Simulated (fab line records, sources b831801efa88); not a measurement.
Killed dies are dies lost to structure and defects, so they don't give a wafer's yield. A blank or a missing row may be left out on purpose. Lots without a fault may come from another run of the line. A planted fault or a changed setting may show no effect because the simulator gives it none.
fab line records | flow sky130
record lots=5 wafers=15 last_day=52
route steps=708 shown METAL5@680 PASSIVATION@681 PAD_OPEN@694
lots that met no fault: from a run of the same line without faults
start_h: hours from the record's first day to the start of the lot's first wafer shown | wait_h: hours since the lot's step before | " the same as in the row above | L1.1+2: a row that stands for several wafers | - no value, or no start given | * or withheld: withheld | < > ~ a bound
route shown NAME@n: a module of which the file shows steps, and the number in the route of the first | usual: mean/standard deviation of fault-free wafers | same: alike in all rows | chamber/n: place in a boat | sites: the reading at each site | _std_site: their standard deviation | _edge_site: outer sites' mean less inner sites' | radius_mm: how far each site lies from the wafer's centre | mask NAME#n: copy n | behind: the tool/chamber that last shaped the wafer | hold: why the lot was held/for how many hours/how that ended | device: the transistor (n, p or np) that didn't switch | end of line: the same wafers' tests at the end of the route | a step without rows: its recipe alone | killed: dies lost to structure and defects at the first sort, not the wafer's yield | map: a wafer's dies, x killed, . not, _ none there
set.NAME: the setting as run; set.NAME@STEP: as run at that earlier step | model.NAME: the simulator's own value behind a step, which no gauge read
lots at some steps of the route; a table a step, a row a wafer
services: from which hour (start_h, from the record's first day; less than 0 if before it) a tool's chamber was out of use, for how many hours, and why
## steps
# step SKY_METAL5_CLEAN_19
# recipe chemistry=O3/DIW dry=n2_spin
# step SKY_PASSIVATION_CVD_00
# recipe material=SiO2 target_thk_nm=90 temp_c=400 time_s=withheld rf_w=600
# usual heater_power_w=656/65 rf_fwd_power_W=589/3.6 susceptor_temp_C=399.96/0.23
# columns lot.wafer tool chamber start_h wait_h heater_power_w rf_fwd_power_W susceptor_temp_C
L249.4 pecvd-02 0 1091.54 0.0 603 594 399.81
L249.5 " 2 " " 593 593 400.20
L249.6 " 1 " " 659 584 400.02
L258.1 pecvd-04 1 1191.58 0.0 640 586 400.11
L258.3 " 2 " " 771 583 399.60
L258.6 " 2 " " 778 584 399.70
L261.1 pecvd-04 2 1202.81 0.0 653 586 399.70
L261.2 " 1 " " 633 588 399.77
L261.6 " 2 " " 675 584 399.86
L264.2 pecvd-02 2 1203.75 0.0 600 593 400.17
L264.4 " 1 " " 648 587 400.03
L264.6 " 0 " " 638 592 400.16
L265.1 pecvd-04 1 1204.51 0.0 642 585 399.81
L265.2 " 2 " " 761 586 399.84
L265.3 " 1 " " 664 587 399.66
# step SKY_PASSIVATION_THK_MEAS_01
# recipe reads=SiO2_of_PASSIVATION_CVD_00
# usual PASSIVATION_CVD_00_THK=89.8/1.2
# columns lot.wafer tool chamber start_h wait_h PASSIVATION_CVD_00_THK[nm]
L249.4 film_metro-03 - 1091.59 - 88.2
L249.5 " - " " 90.5
L249.6 " - " " 90.4
L258.1 film_metro-02 - 1191.61 - 88.3
L258.3 " - " " 91.0
L258.6 " - " " 91.5
L261.1 film_metro-04 - 1202.84 - 89.5
L261.2 " - " " 89.2
L261.6 " - " " 89.7
L264.2 film_metro-04 - 1203.78 - 89.4
L264.4 " - " " 91.1
L264.6 " - " " 90.4
L265.1 film_metro-04 - 1204.54 - 89.2
L265.2 " - " " 89.4
L265.3 " - " " 89.6
# step SKY_PASSIVATION_CVD_02
# recipe material=Si3N4 target_thk_nm=540 temp_c=400 time_s=withheld rf_w=450
# usual heater_power_w=713/64 rf_fwd_power_W=449.1/1.3 susceptor_temp_C=400.01/0.21
# columns lot.wafer tool chamber start_h wait_h heater_power_w rf_fwd_power_W susceptor_temp_C
L249.4 pecvd-03 1 1091.73 0.1 717 449.3 400.02
L249.5 " 2 " " 802 447.6 400.01
L249.6 " 0 " " 670 451.5 399.64
L258.1 pecvd-03 1 1191.67 0.1 705 450.1 400.52
L258.3 " 2 " " 778 449.8 399.93
L258.6 " 2 " " 796 449.2 400.37
L261.1 pecvd-03 0 1202.90 0.1 597 450.0 399.81
L261.2 " 2 " " 849 450.1 399.93
L261.6 " 2 " " 718 449.7 400.06
L264.2 pecvd-04 2 1203.83 0.0 848 446.5 400.10
L264.4 " 1 " " 714 450.2 399.62
L264.6 " 1 " " 744 450.4 399.92
L265.1 pecvd-03 0 1204.60 0.1 578 447.4 399.81
L265.2 " 2 " " 768 447.3 399.95
L265.3 " 0 " " 622 448.5 400.02
# step SKY_PASSIVATION_THK_MEAS_03
# recipe reads=Si3N4_of_PASSIVATION_CVD_02
# usual PASSIVATION_CVD_02_THK=543/8
# columns lot.wafer tool chamber start_h wait_h PASSIVATION_CVD_02_THK[nm]
L249.4 film_metro-03 - 1091.87 - 556
L249.5 " - " " 552
L249.6 " - " " 543
L258.1 film_metro-03 - 1191.90 - 541
L258.3 " - " " 539
L258.6 " - " " 548
L261.1 film_metro-03 - 1203.24 - 537
L261.2 " - " " 543
L261.6 " - " " 550
L264.2 film_metro-02 - 1204.18 - 529
L264.4 " - " " 552
L264.6 " - " " 558
L265.1 film_metro-03 - 1204.94 - 533
L265.2 " - " " 544
L265.3 " - " " 542
# step SKY_PASSIVATION_DEHYDRATE_04
# recipe temp_c=200 time_s=60
# step SKY_PASSIVATION_HMDS_05
# recipe prime_time_s=60 prime_temp_c=120
# step SKY_PASSIVATION_COAT_06
# recipe spin_rpm=2000 resist_thk_nm=3000
# step SKY_PASSIVATION_SOFTBAKE_07
# recipe temp_c=110 time_s=withheld
# step SKY_PASSIVATION_EXPOSE_08
# recipe mask_id=NSM target_cd_nm=3000 na=0.57 dose_mj=260
# step SKY_PASSIVATION_PEB_09
# recipe temp_c=115 time_s=withheld
# step SKY_PASSIVATION_DEVELOP_10
# recipe develop_time_s=60 dev_temp_c=23
# step SKY_PASSIVATION_ETCH_11
# recipe chemistry=CF4/O2 target_depth_nm=725 stop_on=AlCu source_w=800 bias_w=150 pressure_mtorr=150 cf4_flow_sccm=80 O2_flow_sccm=10 time_s=161.1
# usual drypump_motor_current_A=5.7/0.61 oes_product_au=0.978/0.0078 rf_fwd_power_W=797.1/2.5 throttle_valve_pct=5.965/0.0093
# columns lot.wafer tool chamber start_h wait_h drypump_motor_current_A oes_product_au rf_fwd_power_W rf_hours_counter_h throttle_valve_pct model.etch.depth_nm model.PASSIVATION.feature_depth_nm model.coat_of_PASSIVATION_COAT_06.thk_nm
L249.4 rie_diel-04 1 1113.00 - 6.7 0.992 794.7 16 5.963 719.8 719.8 2486
L249.5 " 0 " " 5.7 0.980 800.2 - 5.952 712.5 712.5 2516
L249.6 " 3 " " 6.1 0.976 802.5 - 5.963 701.3 701.3 2522
L258.1 rie_diel-04 1 1208.77 - 6.7 0.976 798.1 19 5.961 704.2 704.2 2488
L258.3 " 2 " " 6.6 0.984 796.0 11 5.959 702.9 702.9 2497
L258.6 " 2 " " 6.6 0.988 793.9 - 5.966 714.7 714.7 2500
L261.1 rie_diel-04 3 1219.85 - 6.1 0.974 797.0 19 5.963 702.3 702.3 2545
L261.2 " 2 " " 6.6 0.884 798.6 11 5.933 582.5 582.5 2625
L261.6 " 3 " " 6.1 0.974 795.2 - 5.970 707.2 707.2 2540
L264.2 rie_diel-02 1 1221.02 - 5.3 0.968 796.2 0 5.955 693.5 693.5 2495
L264.4 " 3 " " 5.2 0.985 790.5 - 5.951 715.9 715.9 2504
L264.6 " 1 " " 5.3 0.994 793.9 - 5.960 722.8 722.8 2492
L265.1 rie_diel-02 1 1222.25 - 5.3 0.980 794.7 0 5.976 696.5 696.5 2516
L265.2 " 3 " " 5.2 0.982 798.8 21 5.954 708.5 708.5 2514
L265.3 " 2 " " 4.8 0.979 792.2 19 5.953 704.9 704.9 2534
# step SKY_PASSIVATION_STRIP_12
# recipe chemistry=O2/N2 power_w=1400 pressure_mtorr=1500 platen_temp_c=withheld overash_fraction=0.7 o2_flow_sccm=3000 n2_flow_sccm=300
# usual drypump_motor_current_A=5.81/0.058 oes_product_au=0.661/0.0046 strip_time_to_endpoint_s=31.53/0.19
# columns lot.wafer tool chamber start_h wait_h drypump_motor_current_A oes_product_au rf_hours_counter_h strip_time_to_endpoint_s
L249.4 plasma_asher-02 0 1113.14 0.1 5.82 0.666 - 31.18
L249.5 " 0 " " 5.82 0.663 - 31.51
L249.6 " 1 " " 5.76 0.665 - 31.60
L258.1 plasma_asher-01 0 1208.88 0.1 5.92 0.651 77 31.20
L258.3 " 0 " " 5.93 0.663 - 31.28
L258.6 " 0 " " 5.90 0.662 - 31.31
L261.1 plasma_asher-02 0 1219.95 0.1 5.81 0.657 41 31.86
L261.2 " 1 " " 5.79 0.666 41 32.77
L261.6 " 0 " " 5.81 0.657 - 31.81
L264.2 plasma_asher-04 1 1221.13 0.1 5.77 0.666 113 31.25
L264.4 " 1 " " 5.80 0.657 - 31.34
L264.6 " 1 " " 5.80 0.658 - 31.24
L265.1 plasma_asher-04 1 1222.35 0.1 5.81 0.656 113 31.51
L265.2 " 0 " " 5.82 0.653 113 31.49
L265.3 " 1 " " 5.78 0.661 - 31.74
# step SKY_PAD_OPEN_DEHYDRATE_00
# recipe temp_c=200 time_s=60
## services
# columns tool chamber start_h hours kind
pecvd-03 1 1109.43 6.5 repair
pecvd-02 2 1118.70 16.5 scheduled_down
pecvd-03 - 1123.07 5.5 pm
rie_diel-04 0 1130.42 5.8 repair
pecvd-04 1 1146.62 2.1 scheduled_down
plasma_asher-01 - 1148.60 16.6 repair
rie_diel-04 1 1148.80 5.3 repair
rie_diel-02 3 1176.63 8.5 repair
pecvd-04 0 1180.62 - clean
pecvd-04 0 1180.62 - consumable_replace:showerhead
pecvd-04 0 1180.62 29.0 scheduled_down
pecvd-04 0 1180.62 29.0 vent_cycle
rie_diel-04 - 1181.37 4.0 pm
pecvd-02 0 1192.85 5.4 repair
rie_diel-02 1 1195.78 - clean
rie_diel-02 1 1195.78 - consumable_replace:focus_ring
rie_diel-02 1 1195.78 24.4 scheduled_down
rie_diel-02 1 1195.78 24.4 vent_cycle
pecvd-03 1 1196.52 4.2 repair
pecvd-03 2 1198.18 4.6 repair
pecvd-03 1 1200.70 16.5 scheduled_down
pecvd-02 - 1213.63 5.5 pm
pecvd-03 1 1217.20 5.0 scheduled_down
pecvd-02 0 1217.68 5.5 scheduled_down
## key
first_sign step=SKY_PASSIVATION_ETCH_11 reading=oes_product_au direction=down sigmas=12 usual=0.978 struck=0.884
effect step=SKY_PASSIVATION_ETCH_11 reading=throttle_valve_pct direction=down sigmas=3.4 usual=5.965 struck=5.933
effect step=SKY_PASSIVATION_STRIP_12 reading=strip_time_to_endpoint_s direction=up sigmas=6.5 usual=* struck=*
model_effect step=SKY_PASSIVATION_ETCH_11 value=etch.depth_nm without=706.7 struck=582.5
met_at SKY_PASSIVATION_ETCH_11
struck_wafers L261.2
later_rows_left_out L261.2
sort_left_out L261.2
onset_between 1208.77 1219.85
fault kind=process_parameter_drift tool=rie_diel-04 chamber=- onset_h=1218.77 steps=SKY_PASSIVATION_ETCH_11 channel=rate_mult offset=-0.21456 shape=step end_h=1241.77 scope=struck_wafers_only
# sort_left_out: the simulated sort isn't trusted on such a fault, so these wafers' sort isn't shown, and their yield isn't known
# later_rows_left_out: the simulator's readings of these wafers behind a module that went badly wrong aren't trusted and aren't shown, but for the sort
